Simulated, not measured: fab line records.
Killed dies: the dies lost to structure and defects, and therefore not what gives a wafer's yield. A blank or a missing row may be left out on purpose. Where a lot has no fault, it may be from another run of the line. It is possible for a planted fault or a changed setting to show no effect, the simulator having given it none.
Which tool was responsible? | flow sky130 | 12 lots with 36 wafers sampled at 5 steps, on a route of 708 steps

WHAT THE GAUGES SHOWED, per wafer
SKY_DNWELL_TW_MEAS_09. Usual: DNWELL_TW 1100, standard deviation 7.3.
lot  | measured    | on            | DNWELL_TW      | flag
L660 | day 3 18:11 | film-metro-03 | 1083 1085 1086 |
L661 | day 4 05:01 | film-metro-03 | 1106 1111 1104 |
L662 | day 4 05:17 | film-metro-04 | 1107 1113 1103 |
L665 | day 4 18:04 | film-metro-01 | 1101 1105 1105 |
L666 | day 5 04:26 | film-metro-03 | 1098 1097 1098 |
L667 | day 5 04:47 | film-metro-04 | 1112 1112 1110 |
L668 | day 5 13:31 | film-metro-03 | 1088 1094 1092 |
L674 | day 6 17:14 | film-metro-01 | 1102 1103 1113 |
L675 | day 6 17:22 | film-metro-04 | 1103 1105 1108 |
L676 | day 7 00:01 | film-metro-04 | 1108 1106 1109 |
L678 | day 7 11:02 | film-metro-01 | 1095 1096 1099 |
L679 | day 7 11:55 | film-metro-01 | 1096 1097 1094 |

SKY_PWDE_OVL_MEAS_07. Usual: PWDE_OVL 0.5 nm, standard deviation 1.4.
lot  | measured    | on         | PWDE_OVL (nm)  | flag
L660 | day 4 09:34 | overlay-01 | 0.5 -0.5 1.4   |
L661 | day 4 21:02 | overlay-01 | -0.3 -0.2 0.3  |
L662 | day 4 21:25 | overlay-02 | -0.6 1.4 0.7   |
L665 | day 5 09:31 | overlay-01 | 1.8 1.7 0.7    |
L666 | day 5 19:14 | overlay-02 | 0.7 0.4 1.5    |
L667 | day 5 19:46 | overlay-02 | -0.2 -2.2 -2.5 |
L668 | day 6 07:03 | overlay-01 | 0.4 1.6 0.4    |
L674 | day 7 12:07 | overlay-02 | -1.2 -0.6 1.9  |
L675 | day 7 12:32 | overlay-01 | 3.2 2.0 0.1    |
L676 | day 7 19:32 | overlay-01 | 0.2 1.5 -1.3   |
L678 | day 8 06:16 | overlay-01 | 1.7 3.0 1.6    |
L679 | day 8 06:50 | overlay-02 | 2.0 0.7 2.9    |

SKY_VT_ADJUST_LVTN_OVL_MEAS_07. Usual: VT_ADJUST_LVTN_OVL 0.3 nm, standard deviation 1.5.
lot  | measured     | on         | VT_ADJUST_LVTN_OVL (nm) | flag
L660 | day 7 07:59  | overlay-01 | -1.5 -1.9 -1.2          |
L661 | day 7 22:55  | overlay-02 | 1.7 1.8 1.5             |
L662 | day 8 00:11  | overlay-02 | -1.4 -2.8 -1.3          |
L665 | day 8 13:38  | overlay-02 | 321.4 321.2 322.2       | OFF
L666 | day 9 03:15  | overlay-01 | 320.9 321.5 320.6       | OFF
L667 | day 9 04:38  | overlay-01 | 319.3 319.4 318.2       | OFF
L668 | day 9 16:32  | overlay-02 | 319.4 318.1 319.1       | OFF
L674 | day 11 04:05 | overlay-01 | -0.3 -0.6 -0.6          |
L675 | day 11 04:58 | overlay-01 | 0.1 0.8 1.0             |
L676 | day 11 11:52 | overlay-02 | -0.3 -0.6 -0.2          |
L678 | day 12 01:17 | overlay-02 | -0.3 -1.4 0.3           |
L679 | day 12 02:37 | overlay-02 | -2.7 0.0 -0.4           |

SKY_VT_ADJUST_LVTN_TW_MEAS_21. Usual: VT_ADJUST_LVTN_2_TW 185.0, standard deviation 1.1.
lot  | measured     | on            | VT_ADJUST_LVTN_2_TW | flag
L660 | day 8 04:30  | film-metro-01 | 185.9 184.7 185.6   |
L661 | day 8 18:24  | film-metro-01 | 183.7 184.5 184.8   |
L662 | day 8 20:46  | film-metro-01 | 184.0 184.8 184.6   |
L665 | day 9 10:28  | film-metro-02 | 184.0 184.6 183.6   |
L666 | day 10 01:10 | film-metro-01 | 184.6 185.2 185.1   |
L667 | day 10 02:23 | film-metro-01 | 183.8 185.3 185.4   |
L668 | day 10 15:32 | film-metro-01 | 187.0 185.4 184.4   |
L674 | day 12 04:49 | film-metro-03 | 185.3 186.0 185.9   |
L675 | day 12 05:32 | film-metro-02 | 184.2 184.8 184.3   |
L676 | day 12 12:15 | film-metro-02 | 183.2 183.8 184.4   |
L678 | day 13 02:21 | film-metro-01 | 184.9 185.9 185.2   |
L679 | day 13 04:33 | film-metro-02 | 183.7 182.8 183.2   |

WHAT TOOL EACH LOT RAN ON (gives the tool, then ch and the chambers of the sampled wafers, and finally the start)
lot  | SKY_VT_ADJUST_LVTN_EXPOSE_04
L660 | iline-stepper-01 ch 0, day 6 22:38
L661 | iline-stepper-02 ch 0, day 7 12:55
L662 | iline-stepper-01 ch 0, day 7 14:02
L665 | iline-stepper-02 ch 0, day 8 03:37
L666 | iline-stepper-02 ch 0, day 8 17:05
L667 | iline-stepper-02 ch 0, day 8 18:00
L668 | iline-stepper-02 ch 0, day 9 05:40
L674 | iline-stepper-01 ch 0, day 10 16:39
L675 | iline-stepper-01 ch 0, day 10 17:36
L676 | iline-stepper-01 ch 0, day 11 00:15
L678 | iline-stepper-01 ch 0, day 11 13:35
L679 | iline-stepper-01 ch 0, day 11 14:37
- SKY_VT_ADJUST_LVTN_EXPOSE_04: exposes mask NWM COMPLEMENT LESS NATIVE, target cd 840 nm.

AS READ BY THE TOOLS THEMSELVES (means over the sampled wafers that have a number; for cases with no such wafer, the mark the record gives instead)
SKY_VT_ADJUST_LVTN_EXPOSE_04. Usual: focus-offset-nm 0.0 nm, standard deviation 0.52; reticle-temp-C 22.98 C, standard deviation 0.09.
lot  | tool             | focus-offset-nm (nm) | reticle-temp-C (C) | flag
L660 | iline-stepper-01 | -0.2                 | 22.94              |
L661 | iline-stepper-02 | 0.4                  | 22.93              |
L662 | iline-stepper-01 | 0.2                  | 22.95              |
L665 | iline-stepper-02 | -0.3                 | 23.02              |
L666 | iline-stepper-02 | 0.3                  | 22.98              |
L667 | iline-stepper-02 | -0.1                 | 22.99              |
L668 | iline-stepper-02 | 0.1                  | 22.91              |
L674 | iline-stepper-01 | 0.4                  | 22.97              |
L675 | iline-stepper-01 | -0.3                 | 22.93              |
L676 | iline-stepper-01 | -0.1                 | 23.00              |
L678 | iline-stepper-01 | -0.4                 | 23.00              |
L679 | iline-stepper-01 | -0.3                 | 23.05              |

THE ANSWER, worked out from the rows above alone
Rule: a lot is off if the mean of its wafers that have a number lies more than 3 standard deviations from the usual mean. Also off: a lot with no number at a reading for which 4 or more lots have one. Any other lot the step has rows for is counted as sound. After the gauges, taken in route order, come the tools' own readings; for these a lot's mean is taken, as printed above. The first step at which some lot is off is used, and at that step the reading that is off furthest; a lot without a number counts as furthest.
Off: L665, L666, L667, L668, at SKY_VT_ADJUST_LVTN_OVL_MEAS_07 (VT_ADJUST_LVTN_OVL).
If a tool, at a process step before that reading, ran all the lots that are off and no sound lot after the first of them, it fits. The gauges at SKY_VT_ADJUST_LVTN_OVL_MEAS_07 are tried like those tools. One fits: iline-stepper-02 at SKY_VT_ADJUST_LVTN_EXPOSE_04. Its last sound lot is L661 (day 7 12:55), its first lot that is off L665 (day 8 03:37): a fault that began between those two fits.

WHAT WAS PUT IN BY THE SIMULATOR
Scanner matching overlay: iline-stepper-02, from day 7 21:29 on, at SKY_VT_ADJUST_LVTN_EXPOSE_04. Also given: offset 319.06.
Shown lots that were struck: L665, L666, L667, L668. This agrees with what the rule above found.
